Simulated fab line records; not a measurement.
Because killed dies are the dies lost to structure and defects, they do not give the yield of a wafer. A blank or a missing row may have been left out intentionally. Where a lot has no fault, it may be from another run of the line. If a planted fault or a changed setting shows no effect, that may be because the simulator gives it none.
Matching of chambers	flow sky130	4 sister chambers for SKY_VIA3_ETCH_15 on rie-diel-02
The step etches SiO2 in C4F8/O2/Ar, stops on TiN, target depth 507 nm, time 78 s. 7 wafers are shown with their chamber, then 7 later ones without.

## WAFERS, EACH WITH ITS CHAMBER
wafer	chamber	chamber-pressure-mTorr (mTorr)	bias-w (W)
L696.1	3	40.04	1201
L697.1	0	39.97	1198
L707.2	0	39.87	1194
L707.4	1	39.97	1203
L707.5	2	39.99	1196
L709.1	2	40.00	1196
L709.2	1	39.99	1197

## WAFERS WHOSE CHAMBER IS MISSING
wafer	chamber-pressure-mTorr (mTorr)	bias-w (W)
L709.3	39.99	1196
L715.2	39.96	1205
L715.3	40.03	1209
L715.6	40.05	1201
L716.2	39.96	1203
L716.4	40.07	1204
L716.6	40.01	1202

## WHICH CHAMBER EACH ONE RAN IN
wafer	from the rows above	in truth
L709.3	can't be placed: 2 or 1 or 0 or 3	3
L715.2	can't be placed: 1 or 3 or 2 or 0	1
L715.3	can't be placed: 3 or 1 or 2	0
L715.6	can't be placed: 3 or 1 or 2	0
L716.2	can't be placed: 1 or 3 or 2 or 0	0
L716.4	can't be placed: 3 or 1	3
L716.6	can't be placed: 3 or 1 or 2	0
Placed correctly: 0 of 7. Cannot be placed on the basis of these rows: 7; the candidates contain the true chamber in 4. Number placed wrongly: 0.
How it was worked out, from the rows above alone: a wafer's distance from a chamber is the root of the sum, over the readings, of the square of ((its reading less the chamber's mean) divided by the reading's scatter). The wafer belongs to the nearest chamber; if the next one is less than 2 further off, it can't be placed. For every chamber, the mean is computed from those of its wafers that are shown. The scatter: the root of (the sum of the squares of (reading less its chamber's mean) over the shown wafers, divided by (wafers less chambers)).
